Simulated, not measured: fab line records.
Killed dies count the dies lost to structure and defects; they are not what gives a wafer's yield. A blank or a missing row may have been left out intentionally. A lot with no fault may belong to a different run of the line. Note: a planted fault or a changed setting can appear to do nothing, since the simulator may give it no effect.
A lot that was struck, set against a sound lot	flow sky130	44 out of 708 route steps
Sound: these wafers, L706.4, L706.5, L706.6. Struck: wafers L697.2, L697.3, L697.6. The cause is given at the end.
Order at every step that has rows: each side's tool, ch and its chambers, its first start. Under that, the readings that differ: sound wafers	struck wafers	difference of the means	sigmas: that difference in standard deviations of wafers without a fault.
alike: readings with means less than 2 such deviations apart, plus words and numbers identical on both sides. not compared: withheld readings, readings lacking a value on some wafer, bounds such as >300 that could conceal the same value, and numbers that have no deviation in the record and whose values overlap.
The two part at a step that has a row with sigmas, a row that says differs or no value, or rows on one side only. When numbers do not overlap yet have no deviation, they are printed without sigmas and do not part them. Lack of a reading on every wafer of one side parts them only where that side has two or more wafers.

first, 1 step without rows for these wafers: SKY_FIELD_ISO_CVD_24 (deposits SiO2, target thk 595 nm, time 99.2 s).
SKY_FIELD_ISO_THK_MEAS_25:
  struck on filmMetro-04, day 3 14:33; sound on filmMetro-02, day 5 20:21
  alike: FIELD_ISO_CVD_24_THK
then, 1 step without rows for these wafers: SKY_FIELD_ISO_ANNEAL_26 (time 1800 s).
SKY_FIELD_ISO_CMP_27: polishes, stops on Si3N4, t overpolish 16 s, target thk 457.8 nm.
  sound on cmp-01 ch 1,2, day 5 22:11; struck on cmp-01 ch 0,3, day 3 16:51
  alike: edgeZonePressureFrac, headPressurePsi, motorCurrentA, overpolishRunS, slurryFilterDpKPa, timeToEndpointS
then, 5 steps without rows for these wafers: SKY_FIELD_ISO_WET_ETCH_28 (etches SiO2 in dHF, target depth 23.7 nm, time 47 s); SKY_FIELD_ISO_WET_ETCH_29 (etches Si3N4 in H3PO4, target depth 160 nm, time 1825 s); SKY_FIELD_ISO_WET_ETCH_30 (etches SiO2 in dHF, target depth 25 nm, time 50 s); SKY_NWELL_CLEAN_00 (cleans in SC1/SC2, time 150 s); SKY_NWELL_OXIDATION_01 (stabilise 600 s, purge 300 s, target thk 10 nm).
SKY_NWELL_THK_MEAS_02:
  struck on filmMetro-01, day 3 20:57; sound on filmMetro-03, day 6 00:29
  alike: NWELL_OXIDATION_THK
then, 2 steps without rows for these wafers: SKY_DNWELL_DEHYDRATE_00 (time 60 s); SKY_DNWELL_HMDS_01 (prime time 60 s).
SKY_DNWELL_COAT_02: resist thk 3000 nm.
  sound on lithoTrack-04 ch 0, day 6 09:54; struck on lithoTrack-04, day 4 04:57
  no value came back on the struck wafers for chillPlateTempC (C), dispensePressureKPa (kPa); on the sound wafers chillPlateTempC (C) reads 23.03 23.09 22.99
then, 5 steps without rows for these wafers: SKY_DNWELL_SOFTBAKE_03; SKY_DNWELL_EXPOSE_04 (exposes mask DNM, target cd 3000 nm); SKY_DNWELL_PEB_05; SKY_DNWELL_DEVELOP_06 (develop time 60 s); SKY_DNWELL_IMPLANT_07.
SKY_DNWELL_STRIP_08: strips in O2/N2.
  sound on plasmaAsher-03 ch 0,1, day 6 19:21; struck on plasmaAsher-02 ch 1, day 4 14:15
  no value came back on the struck wafers for oesProductAu (a.u.), stripTimeToEndpointS (s); on the sound wafers oesProductAu (a.u.) reads 0.717 0.729 0.722
  alike: drypumpMotorCurrentA
  not compared: rfHoursCounterH
SKY_DNWELL_TW_MEAS_09:
  struck on filmMetro-03, day 4 14:22; sound on filmMetro-03, day 6 19:27
  alike: DNWELL_TW
then, 7 steps without rows for these wafers: SKY_PWDE_DEHYDRATE_00 (time 60 s); SKY_PWDE_HMDS_01 (prime time 60 s); SKY_PWDE_COAT_02 (resist thk 3000 nm); SKY_PWDE_SOFTBAKE_03; SKY_PWDE_EXPOSE_04 (exposes mask PWDEM, target cd 840 nm); SKY_PWDE_PEB_05; SKY_PWDE_DEVELOP_06 (develop time 60 s).
SKY_PWDE_OVL_MEAS_07:
  struck on overlay-02, day 5 07:05; sound on overlay-02, day 7 14:46
reading	sound	struck	difference	sigmas
PWDE_OVL (nm)	0.2 -0.1 -0.4	3.3 1.7 2.0	+2.4	+2
then, 1 step without rows for these wafers: SKY_PWDE_IMPLANT_08.
SKY_PWDE_STRIP_09: strips in O2/N2.
  sound on plasmaAsher-01 ch 0,1, day 7 14:58; struck on plasmaAsher-04 ch 1, day 5 07:16
  alike: drypumpMotorCurrentA, oesProductAu, stripTimeToEndpointS
  not compared: rfHoursCounterH
SKY_PWDE_TW_MEAS_10:
  struck on filmMetro-03, day 5 07:22; sound on filmMetro-03, day 7 15:04
reading	sound	struck	difference	sigmas
PWDE_TW	374.8 375.0 376.2	1110.5 1113.4 1115.5	+737.8	+99 or more
then, 7 steps without rows for these wafers: SKY_NWELL_DEHYDRATE_03 (time 60 s); SKY_NWELL_HMDS_04 (prime time 60 s); SKY_NWELL_COAT_05 (resist thk 3000 nm); SKY_NWELL_SOFTBAKE_06; SKY_NWELL_EXPOSE_07 (exposes mask NWM, target cd 840 nm); SKY_NWELL_PEB_08; SKY_NWELL_DEVELOP_09 (develop time 60 s).
SKY_NWELL_OVL_MEAS_10:
  struck on overlay-01, day 6 01:41; sound on overlay-01, day 8 10:52
reading	sound	struck	difference	sigmas
NWELL_00_OVL (nm)	-0.7 0.0 0.3	3.5 2.0 2.2	+2.7	+2
then, 3 steps without rows for these wafers: SKY_NWELL_IMPLANT_11; SKY_NWELL_IMPLANT_12; SKY_NWELL_IMPLANT_13.
SKY_NWELL_TW_MEAS_15:
  struck on filmMetro-02, day 6 02:16; sound on filmMetro-01, day 8 11:28
reading	sound	struck	difference	sigmas
NWELL_TW	1820 1836 1825	1923 1934 1929	+102	+10
SKY_NWELL_TW_MEAS_26:
  struck on filmMetro-02, day 6 21:15; sound on filmMetro-01, day 9 09:28
reading	sound	struck	difference	sigmas
NWELL_2_TW	500.0 497.6 499.6	1129.4 1129.2 1132.0	+631.1	+99 or more

== WHERE THEY PART ==
Last at SKY_NWELL_TW_MEAS_26 as far as this record goes, first at SKY_DNWELL_COAT_02.

WHY: what the simulator had put in
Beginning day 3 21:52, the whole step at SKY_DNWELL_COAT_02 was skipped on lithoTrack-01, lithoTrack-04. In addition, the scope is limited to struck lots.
